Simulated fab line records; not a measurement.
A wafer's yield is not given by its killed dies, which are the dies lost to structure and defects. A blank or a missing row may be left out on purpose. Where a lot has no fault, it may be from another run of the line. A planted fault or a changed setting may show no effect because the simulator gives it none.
fab line records	flow sky130
record lots=5	wafers=23
route steps=708 shown FIELD_ISO@13 DNWELL@38 NWELL@58 VT_ADJUST_HVTP@87 VT_ADJUST_NCORE@121
startH: hours from the record's opening day to when the first of the lot's shown wafers began	waitH: hours since the lot's step before	" the same as in the row above	L1.1+2: a single row standing in for several wafers	- either no value or no given start	* or withheld: withheld	< > ~ a bound
route shown NAME@n: names a module that has steps shown in the file, with the first one's number in the route	usual: mean and standard deviation over wafers with no fault	same: alike in all rows	chamber/n: place in a boat	sites: each site's reading	_std_site: standard deviation across them	_edge_site: mean of outer sites minus mean of inner sites	radiusMm: for every site, how far away it sits from the centre of the wafer	mask NAME#n: copy n	behind: tool/chamber where the wafer was last shaped	hold: cause of the lot's hold/its duration in hours/its outcome	device: which transistor (n, p or np) failed to switch	end of line: the tests these same wafers got at the end of their route	for a step that has no rows: nothing shown but its recipe	killed: dies lost to structure and defects at the first sort, not the wafer's yield	map: the dies of a wafer, with x for killed, . for not killed, _ for no die there
set.NAME: the setting that was run; set.NAME@STEP: the one run at that earlier step	model.NAME: the simulator's own value behind a step, which no gauge read
lots with deliberately changed settings; one table per step, one row per wafer
## steps
# step SKY_FIELD_ISO_DEVELOP_12
# recipe developTimeS=60	resist=KrF-thick	devTempC=21
lot.wafer	tool	chamber	startH	waitH	set.devTempC
L074.1+3+6	lithoTrack-01	0	-	-	21
L074.2+5	"	0	"	"	23.86
L075.1+5	lithoTrack-03	0	-	-	21
L075.3+4+6	"	0	"	"	23.04
L077.1+2+4+5+6	lithoTrack-01	0	-	-	21
L081.1+3+4	lithoTrack-03	0	-	-	21
L085.1+2+4	lithoTrack-02	0	-	-	21
L085.3+5	"	0	"	"	23.85
# step SKY_FIELD_ISO_CD_MEAS_13
# recipe targetCdNm=150
# usual cdNm=150.3/1
lot.wafer	tool	chamber	startH	waitH	set.devTempC@FIELD_ISO_DEVELOP_12	cdNm
L074.1	cdSem-02	-	27.87	-	21	151.3
L074.2	"	-	"	"	23.86	147.9
L074.3	"	-	"	"	21	149.0
L074.5	"	-	"	"	23.86	147.8
L074.6	"	-	"	"	21	151.2
L075.1	cdSem-02	-	33.95	-	21	150.9
L075.3	"	-	"	"	23.04	149.4
L075.4	"	-	"	"	23.04	148.0
L075.5	"	-	"	"	21	151.1
L075.6	"	-	"	"	23.04	147.5
L077.1	cdSem-02	-	45.57	-	21	151.5
L077.2	"	-	"	"	21	150.9
L077.4	"	-	"	"	21	150.2
L077.5	"	-	"	"	21	150.3
L077.6	"	-	"	"	21	151.1
L081.1	cdSem-02	-	65.95	-	21	151.9
L081.3	"	-	"	"	21	152.9
L081.4	"	-	"	"	21	152.3
L085.1	cdSem-02	-	87.62	-	21	149.3
L085.2	"	-	"	"	21	149.3
L085.3	"	-	"	"	23.85	145.8
L085.4	"	-	"	"	21	148.5
L085.5	"	-	"	"	23.85	146.0
# step SKY_FIELD_ISO_OXIDATION_22
# recipe tempC=950	ambient=O2	stabiliseS=600	purgeS=300	targetThkA=100	oxTimeS=623
lot.wafer	tool	chamber	startH	waitH	set.oxTimeS	model.SiO2_of_FIELD_ISO_OXIDATION_22.thkNm
L074.1	-	-	-	0.8	623	9.968
L074.2	"	-	"	"	623	9.86
L074.3	"	-	"	"	623	9.906
L074.5	"	-	"	"	623	9.784
L074.6	"	-	"	"	623	9.84
L075.1	-	-	-	0.4	542.4	9.441
L075.3	"	-	"	"	542.4	9.479
L075.4	"	-	"	"	542.4	9.464
L075.5	"	-	"	"	542.4	9.247
L075.6	"	-	"	"	542.4	9.284
L077.1	-	-	-	0.9	543.7	9.29
L077.2	"	-	"	"	543.7	9.467
L077.4	"	-	"	"	543.7	9.27
L077.5	"	-	"	"	543.7	9.42
L077.6	"	-	"	"	543.7	9.414
L081.1	furnace-02	0	67.27	0.7	623	10.25
L081.3	"	0	"	"	623	9.994
L081.4	"	0	"	"	623	10.01
L085.1	-	-	-	0.8	595.4	9.428
L085.2	"	-	"	"	595.4	9.674
L085.3	"	-	"	"	595.4	9.596
L085.4	"	-	"	"	595.4	9.524
L085.5	"	-	"	"	595.4	9.64
# step SKY_DNWELL_SOFTBAKE_03
# recipe tempC=110	timeS=withheld
lot.wafer	tool	chamber	startH	waitH	set.tempC
L074.1+2	lithoTrack-03	0	42.55	0.1	108.3
L074.3+5+6	"	0	"	"	110
L075.1+5+6	lithoTrack-03	0	48.30	0.1	110
L075.3+4	"	0	"	"	106.8
L077.1+2+4+5+6	lithoTrack-01	0	63.57	0.1	110
L081.1+3+4	lithoTrack-03	0	82.60	0.1	110
L085.1+3	lithoTrack-03	0	104.15	0.1	106.4
L085.2+4+5	"	0	"	"	110
# step SKY_DNWELL_EXPOSE_04
# recipe maskId=DNM	na=0.57	targetCdNm=3000	doseMj=222
# step SKY_DNWELL_PEB_05
# recipe tempC=115	timeS=withheld
# step SKY_DNWELL_DEVELOP_06
# recipe wallAngleDeg=90	developer=TMAH	developTimeS=60	devTempC=23
lot.wafer	tool	chamber	startH	waitH	set.tempC@DNWELL_SOFTBAKE_03	model.coat_of_DNWELL_COAT_02.thkNm
L074.1	lithoTrack-03	0	-	-	108.3	3000
L074.2	"	0	"	"	108.3	3007
L074.3	"	0	"	"	110	2991
L074.5	"	0	"	"	110	2989
L074.6	"	0	"	"	110	2981
L075.1	lithoTrack-01	0	-	-	110	2988
L075.3	"	0	"	"	106.8	3019
L075.4	"	0	"	"	106.8	3015
L075.5	"	0	"	"	110	2997
L075.6	"	0	"	"	110	2995
L077.1	lithoTrack-01	0	-	-	110	3008
L077.2+4+6	"	0	"	"	110	3011
L077.5	"	0	"	"	110	2998
L081.1	lithoTrack-04	0	-	-	110	2987
L081.3	"	0	"	"	110	3000
L081.4	"	0	"	"	110	2999
L085.1	lithoTrack-04	0	-	-	106.4	3015
L085.2	"	0	"	"	110	2981
L085.3	"	0	"	"	106.4	3017
L085.4	"	0	"	"	110	2987
L085.5	"	0	"	"	110	2994
# step SKY_DNWELL_IMPLANT_07
# recipe species=P	energyKev=withheld	doseCm2=withheld	tiltDeg=withheld
# step SKY_DNWELL_STRIP_08
# recipe chemistry=O2/N2	powerW=1400	pressureMtorr=1500	platenTempC=withheld	o2FlowSccm=3000	n2FlowSccm=300	overashFraction=0.5
# usual stripTimeToEndpointS=36.93/0.095
lot.wafer	tool	chamber	startH	waitH	set.tempC@DNWELL_SOFTBAKE_03	stripTimeToEndpointS
L074.1	plasmaAsher-02	1	50.45	0.1	108.3	36.96
L074.2	"	0	"	"	108.3	37.04
L074.3	"	0	"	"	110	36.87
L074.5	"	0	"	"	110	36.84
L074.6	"	1	"	"	110	36.75
L075.1	plasmaAsher-02	1	57.32	0.1	110	36.83
L075.3	"	0	"	"	106.8	37.20
L075.4	"	1	"	"	106.8	37.12
L075.5	"	1	"	"	110	36.94
L075.6	"	0	"	"	110	36.90
L077.1	plasmaAsher-02	0	71.62	0.1	110	37.06
L077.2	"	1	"	"	110	37.10
L077.4	"	1	"	"	110	37.08
L077.5	"	1	"	"	110	36.94
L077.6	"	0	"	"	110	37.10
L081.1	plasmaAsher-04	1	91.54	0.1	110	36.80
L081.3	"	0	"	"	110	36.96
L081.4	"	1	"	"	110	36.95
L085.1	plasmaAsher-04	1	112.54	0.1	106.4	37.15
L085.2	"	0	"	"	110	36.75
L085.3	"	1	"	"	106.4	37.17
L085.4	"	0	"	"	110	36.81
L085.5	"	1	"	"	110	36.88
# step SKY_NWELL_COAT_05
# recipe spinRpm=2000	resistThkNm=3000
lot.wafer	tool	chamber	startH	waitH	set.resistThkNm	model.coat_of_NWELL_COAT_05.thkNm
L074.1	lithoTrack-04	0	74.24	0.1	2925	2916
L074.2	"	0	"	"	3000	3000
L074.3+5	"	0	"	"	3000	2999
L074.6	"	0	"	"	2925	2923
L075.1	lithoTrack-04	0	81.19	0.1	3000	2987
L075.3	"	0	"	"	3000	2997
L075.4	"	0	"	"	3000	3003
L075.5	"	0	"	"	3000	2993
L075.6	"	0	"	"	3000	3000
L077.1	lithoTrack-04	0	97.69	0.1	3103	3106
L077.2	"	0	"	"	3000	3001
L077.4	"	0	"	"	3000	3008
L077.5	"	0	"	"	3103	3103
L077.6	"	0	"	"	3000	2998
L081.1	lithoTrack-03	0	118.35	0.1	3000	3001
L081.3	"	0	"	"	3000	3011
L081.4	"	0	"	"	3000	3009
L085.1	lithoTrack-04	0	136.98	0.1	3170	3170
L085.2	"	0	"	"	3000	3006
L085.3	"	0	"	"	3000	3004
L085.4	"	0	"	"	3170	3166
L085.5	"	0	"	"	3170	3172
# step SKY_NWELL_IMPLANT_11
# recipe species=P	energyKev=400	doseCm2=1.9e+13	tiltDeg=withheld
lot.wafer	tool	chamber	startH	waitH	set.doseCm2
L074.1+3+5	implanter-04	0	83.22	0.0	1.9e+13
L074.2+6	"	0	"	"	1.784e+13
L075.1+3+4+5+6	implanter-04	0	90.30	0.0	1.9e+13
L077.1+2+4+5+6	implanter-04	0	107.15	0.0	1.9e+13
L081.1+3+4	implanter-02	0	127.03	0.0	1.9e+13
L085.1+2+3	implanter-04	0	145.98	0.0	2.041e+13
L085.4+5	"	0	"	"	1.9e+13
# step SKY_NWELL_IMPLANT_12
# recipe species=P	energyKev=120	doseCm2=1.3e+12	tiltDeg=withheld
# step SKY_NWELL_IMPLANT_13
# recipe species=P	energyKev=50	doseCm2=7e+11	tiltDeg=withheld
# step SKY_NWELL_STRIP_14
# recipe chemistry=O2/N2	powerW=1400	pressureMtorr=1500	platenTempC=withheld	o2FlowSccm=3000	n2FlowSccm=300	overashFraction=0.5
# usual stripTimeToEndpointS=36.94/0.08
lot.wafer	tool	chamber	startH	waitH	set.resistThkNm@NWELL_COAT_05	stripTimeToEndpointS
L074.1	plasmaAsher-02	1	83.67	0.1	2925	35.95
L074.2	"	0	"	"	3000	36.90
L074.3	"	0	"	"	3000	36.91
L074.5	"	0	"	"	3000	36.91
L074.6	"	1	"	"	2925	36.05
L075.1	plasmaAsher-04	0	90.75	0.1	3000	36.78
L075.3	"	0	"	"	3000	36.85
L075.4	"	1	"	"	3000	36.95
L075.5	"	1	"	"	3000	36.82
L075.6	"	0	"	"	3000	36.90
L077.1	plasmaAsher-04	1	107.60	0.1	3103	38.11
L077.2	"	0	"	"	3000	36.94
L077.4	"	1	"	"	3000	36.99
L077.5	"	0	"	"	3103	38.10
L077.6	"	1	"	"	3000	36.88
L081.1	plasmaAsher-02	1	127.48	0.1	3000	36.93
L081.3	"	1	"	"	3000	37.03
L081.4	"	0	"	"	3000	37.03
L085.1	plasmaAsher-02	1	146.43	0.1	3170	38.83
L085.2	"	0	"	"	3000	36.99
L085.3	"	0	"	"	3000	36.96
L085.4	"	1	"	"	3170	38.81
L085.5	"	0	"	"	3170	38.87
# step SKY_NWELL_TW_MEAS_15
# usual NWELL_TW=1836/9.6
lot.wafer	tool	chamber	startH	waitH	set.doseCm2@NWELL_IMPLANT_11	NWELL_TW
L074.1	filmMetro-01	-	83.77	0.1	1.9e+13	1838
L074.2	"	-	"	"	1.784e+13	1802
L074.3	"	-	"	"	1.9e+13	1834
L074.5	"	-	"	"	1.9e+13	1844
L074.6	"	-	"	"	1.784e+13	1805
L075.1	filmMetro-02	-	90.85	0.1	1.9e+13	1829
L075.3	"	-	"	"	1.9e+13	1832
L075.4	"	-	"	"	1.9e+13	1841
L075.5	"	-	"	"	1.9e+13	1844
L075.6	"	-	"	"	1.9e+13	1827
L077.1	filmMetro-04	-	107.70	0.1	1.9e+13	1847
L077.2	"	-	"	"	1.9e+13	1838
L077.4	"	-	"	"	1.9e+13	1845
L077.5	"	-	"	"	1.9e+13	1842
L077.6	"	-	"	"	1.9e+13	1839
L081.1	filmMetro-01	-	127.58	0.1	1.9e+13	1836
L081.3	"	-	"	"	1.9e+13	1839
L081.4	"	-	"	"	1.9e+13	1845
L085.1	filmMetro-01	-	146.53	0.1	2.041e+13	1881
L085.2	"	-	"	"	2.041e+13	1899
L085.3	"	-	"	"	2.041e+13	1892
L085.4	"	-	"	"	1.9e+13	1847
L085.5	"	-	"	"	1.9e+13	1851
# step SKY_NWELL_IMPLANT_24
# recipe species=B	energyKev=140	doseCm2=9.2e+12	tiltDeg=withheld
lot.wafer	tool	chamber	startH	waitH	set.energyKev	model.implant.drpNm
L074.1+2+3+5+6	implanter-03	0	100.95	0.0	140	95.47
L075.1+3+6	implanter-02	0	108.12	0.0	140	95.47
L075.4+5	"	0	"	"	147.3	97.29
L077.1+2+6	implanter-04	0	124.65	0.0	131.8	93.25
L077.4+5	"	0	"	"	140	95.47
L081.1+3+4	implanter-03	0	142.85	0.0	140	95.47
L085.1+4	implanter-04	0	166.68	0.0	140	95.47
L085.2+3+5	"	0	"	"	142.5	96.11
# step SKY_NWELL_STRIP_25
# recipe chemistry=O2/N2	powerW=1400	pressureMtorr=1500	platenTempC=withheld	o2FlowSccm=3000	n2FlowSccm=300	overashFraction=0.5
# step SKY_NWELL_CLEAN_27
# recipe chemistry=SC1/SC2	mix=1:4:20	tempC=70	timeS=150	dry=n2Spin
# step SKY_NWELL_RTA_28
# recipe tempC=1050	timeS=30	idleTempC=650	rampUpCPerS=150	rampDownCPerS=90	ambient=N2
# step SKY_NWELL_RS_MEAS_29
# recipe thkMeasGauge=four-point-probe
# usual NWELL_RS=624.4/1.3
lot.wafer	tool	chamber	startH	waitH	set.doseCm2@NWELL_IMPLANT_11	NWELL_RS[ohm/sq]
L074.1	filmMetro-02	-	101.41	0.1	1.9e+13	624.4
L074.2	"	-	"	"	1.784e+13	646.7
L074.3	"	-	"	"	1.9e+13	623.6
L074.5	"	-	"	"	1.9e+13	624.7
L074.6	"	-	"	"	1.784e+13	644.2
L075.1	filmMetro-02	-	108.58	0.1	1.9e+13	623.6
L075.3	"	-	"	"	1.9e+13	625.4
L075.4	"	-	"	"	1.9e+13	623.6
L075.5	"	-	"	"	1.9e+13	621.9
L075.6	"	-	"	"	1.9e+13	622.3
L077.1	filmMetro-02	-	125.19	0.1	1.9e+13	624.2
L077.2	"	-	"	"	1.9e+13	625.4
L077.4	"	-	"	"	1.9e+13	624.9
L077.5	"	-	"	"	1.9e+13	624.9
L077.6	"	-	"	"	1.9e+13	625.0
L081.1	filmMetro-04	-	143.31	0.1	1.9e+13	624.7
L081.3	"	-	"	"	1.9e+13	623.8
L081.4	"	-	"	"	1.9e+13	625.3
L085.1	filmMetro-04	-	167.14	0.1	2.041e+13	602.8
L085.2	"	-	"	"	2.041e+13	601.5
L085.3	"	-	"	"	2.041e+13	602.7
L085.4	"	-	"	"	1.9e+13	626.8
L085.5	"	-	"	"	1.9e+13	624.4
# step SKY_VT_ADJUST_HVTP_COAT_02
# recipe resist=NOVOLAK	spinRpm=3000	resistThkNm=1140
lot.wafer	tool	chamber	startH	waitH	set.spinRpm	model.NOVOLAK_of_VT_ADJUST_HVTP_COAT_02.thkNm
L074.1	lithoTrack-01	0	109.52	0.1	3000	1138
L074.2+3+5	"	0	"	"	3000	1141
L074.6	"	0	"	"	3000	1144
L075.1	lithoTrack-01	0	117.37	0.1	3000	1146
L075.3	"	0	"	"	3000	1145
L075.4	"	0	"	"	3082	1132
L075.5	"	0	"	"	3000	1142
L075.6	"	0	"	"	3082	1129
L077.1	lithoTrack-02	0	133.17	0.1	2800	1173
L077.2	"	0	"	"	2800	1179
L077.4	"	0	"	"	3000	1137
L077.5+6	"	0	"	"	3000	1135
L081.1	lithoTrack-01	0	154.02	0.1	3000	1141
L081.3	"	0	"	"	3000	1144
L081.4	"	0	"	"	3000	1142
L085.1+2	lithoTrack-03	0	177.80	0.1	3000	1139
L085.3+5	"	0	"	"	3000	1140
L085.4	"	0	"	"	3000	1141
# step SKY_VT_ADJUST_HVTP_DEVELOP_06
# recipe resist=NOVOLAK	developer=TMAH	developTimeS=60	devTempC=23
lot.wafer	tool	chamber	startH	waitH	set.developTimeS
L074.1+2	lithoTrack-02	0	118.77	0.1	60
L074.3+5+6	"	0	"	"	55.7
L075.1+6	lithoTrack-02	0	125.97	0.1	60
L075.3+4+5	"	0	"	"	56.25
L077.1+2+4+5+6	lithoTrack-02	0	141.02	0.1	60
L081.1+3+4	lithoTrack-02	0	164.07	0.1	60
L085.1+3+5	lithoTrack-03	0	187.05	0.1	60
L085.2+4	"	0	"	"	64.24
# step SKY_VT_ADJUST_HVTP_CD_MEAS_07
# recipe targetCdNm=380
# usual cdNm=379.6/2.8
lot.wafer	tool	chamber	startH	waitH	set.developTimeS@VT_ADJUST_HVTP_DEVELOP_06	cdNm
L074.1	cdSem-02	-	118.92	0.1	60	374.4
L074.2	"	-	"	"	60	374.8
L074.3	"	-	"	"	55.7	370.6
L074.5	"	-	"	"	55.7	367.9
L074.6	"	-	"	"	55.7	368.8
L075.1	cdSem-01	-	126.12	0.1	60	380.0
L075.3	"	-	"	"	56.25	375.0
L075.4	"	-	"	"	56.25	375.7
L075.5	"	-	"	"	56.25	374.8
L075.6	"	-	"	"	60	383.3
L077.1	cdSem-01	-	141.17	0.1	60	376.0
L077.2	"	-	"	"	60	376.8
L077.4	"	-	"	"	60	377.8
L077.5	"	-	"	"	60	379.3
L077.6	"	-	"	"	60	377.4
L081.1	cdSem-01	-	164.22	0.1	60	376.6
L081.3	"	-	"	"	60	376.3
L081.4	"	-	"	"	60	378.2
L085.1	cdSem-01	-	187.20	0.1	60	379.8
L085.2	"	-	"	"	64.24	389.2
L085.3	"	-	"	"	60	378.2
L085.4	"	-	"	"	64.24	386.1
L085.5	"	-	"	"	60	378.7
# step SKY_VT_ADJUST_HVTP_IMPLANT_09
# recipe species=As	energyKev=150	doseCm2=4.3e+12	tiltDeg=withheld
# step SKY_VT_ADJUST_HVTP_STRIP_10
# recipe chemistry=O2/N2	powerW=1400	pressureMtorr=1500	platenTempC=withheld	o2FlowSccm=3000	n2FlowSccm=300	overashFraction=0.5
# usual stripTimeToEndpointS=14.19/0.045
lot.wafer	tool	chamber	startH	waitH	set.spinRpm@VT_ADJUST_HVTP_COAT_02	stripTimeToEndpointS
L074.1	plasmaAsher-01	1	119.22	0.1	3000	14.16
L074.2	"	0	"	"	3000	14.18
L074.3	"	1	"	"	3000	14.18
L074.5	"	0	"	"	3000	14.17
L074.6	"	1	"	"	3000	14.23
L075.1	plasmaAsher-04	0	126.42	0.1	3000	14.25
L075.3	"	1	"	"	3000	14.23
L075.4	"	0	"	"	3082	14.08
L075.5	"	0	"	"	3000	14.20
L075.6	"	1	"	"	3082	14.05
L077.1	plasmaAsher-01	1	141.47	0.1	2800	14.52
L077.2	"	0	"	"	2800	14.60
L077.4	"	0	"	"	3000	14.15
L077.5	"	1	"	"	3000	14.12
L077.6	"	0	"	"	3000	14.12
L081.1	plasmaAsher-01	0	164.52	0.1	3000	14.21
L081.3	"	0	"	"	3000	14.22
L081.4	"	1	"	"	3000	14.21
L085.1	plasmaAsher-04	0	187.50	0.1	3000	14.18
L085.2	"	1	"	"	3000	14.18
L085.3	"	1	"	"	3000	14.18
L085.4	"	0	"	"	3000	14.21
L085.5	"	1	"	"	3000	14.18
# step SKY_VT_ADJUST_NCORE_COAT_02
# recipe resist=NOVOLAK	spinRpm=3000	resistThkNm=1140
lot.wafer	tool	chamber	startH	waitH	set.resistThkNm	model.NOVOLAK_of_VT_ADJUST_NCORE_COAT_02.thkNm
L074.1	lithoTrack-02	0	163.62	0.1	1174	1176
L074.2	"	0	"	"	1174	1177
L074.3	"	0	"	"	1140	1143
L074.5	"	0	"	"	1174	1171
L074.6	"	0	"	"	1140	1141
L075.1	lithoTrack-04	0	171.58	0.1	1140	1141
L075.3	"	0	"	"	1140	1143
L075.4+5	"	0	"	"	1086	1086
L075.6	"	0	"	"	1140	1144
L077.1	lithoTrack-04	0	192.13	0.1	1104	1104
L077.2	"	0	"	"	1140	1141
L077.4	"	0	"	"	1140	1139
L077.5	"	0	"	"	1140	1138
L077.6	"	0	"	"	1104	1101
L081.1	lithoTrack-02	0	216.82	0.1	1140	1138
L081.3	"	0	"	"	1140	1137
L081.4	"	0	"	"	1140	1139
L085.1	lithoTrack-04	0	245.13	0.1	1140	1146
L085.2	"	0	"	"	1140	1143
L085.3	"	0	"	"	1102	1104
L085.4	"	0	"	"	1140	1141
L085.5	"	0	"	"	1102	1106
## key
split step=SKY_FIELD_ISO_DEVELOP_12	setting=devTempC	stated=21	by=wafer
response step=SKY_FIELD_ISO_CD_MEAS_13	reading=cdNm	change=-0.226	per=1%	r=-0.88
split step=SKY_FIELD_ISO_OXIDATION_22	setting=oxTimeS	stated=623	by=lot
response step=SKY_FIELD_ISO_OXIDATION_22	reading=model.SiO2_of_FIELD_ISO_OXIDATION_22.thkNm	change=+0.0422	per=1%	r=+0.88
split step=SKY_DNWELL_SOFTBAKE_03	setting=tempC	stated=110	by=wafer
response step=SKY_DNWELL_DEVELOP_06	reading=model.coat_of_DNWELL_COAT_02.thkNm	change=-8.85	per=1%	r=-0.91
response step=SKY_DNWELL_STRIP_08	reading=stripTimeToEndpointS	change=*	per=1%	r=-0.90
split step=SKY_NWELL_COAT_05	setting=resistThkNm	stated=3000	by=wafer
response step=SKY_NWELL_COAT_05	reading=model.coat_of_NWELL_COAT_05.thkNm	change=+29.5	per=1%	r=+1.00
response step=SKY_NWELL_STRIP_14	reading=stripTimeToEndpointS	change=*	per=1%	r=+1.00
split step=SKY_NWELL_IMPLANT_11	setting=doseCm2	stated=1.9e+13	by=wafer
response step=SKY_NWELL_TW_MEAS_15	reading=NWELL_TW	change=+5.64	per=1%	r=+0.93
response step=SKY_NWELL_RS_MEAS_29	reading=NWELL_RS	change=-3.27	per=1%	r=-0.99
split step=SKY_NWELL_IMPLANT_24	setting=energyKev	stated=140	by=wafer
response step=SKY_NWELL_IMPLANT_24	reading=model.implant.drpNm	change=+0.366	per=1%	r=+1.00
split step=SKY_VT_ADJUST_HVTP_COAT_02	setting=spinRpm	stated=3000	by=wafer
response step=SKY_VT_ADJUST_HVTP_COAT_02	reading=model.NOVOLAK_of_VT_ADJUST_HVTP_COAT_02.thkNm	change=-5.89	per=1%	r=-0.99
response step=SKY_VT_ADJUST_HVTP_STRIP_10	reading=stripTimeToEndpointS	change=*	per=1%	r=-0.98
split step=SKY_VT_ADJUST_HVTP_DEVELOP_06	setting=developTimeS	stated=60	by=wafer
response step=SKY_VT_ADJUST_HVTP_CD_MEAS_07	reading=cdNm	change=+1.01	per=1%	r=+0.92
split step=SKY_VT_ADJUST_NCORE_COAT_02	setting=resistThkNm	stated=1140	by=wafer
response step=SKY_VT_ADJUST_NCORE_COAT_02	reading=model.NOVOLAK_of_VT_ADJUST_NCORE_COAT_02.thkNm	change=+11.7	per=1%	r=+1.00
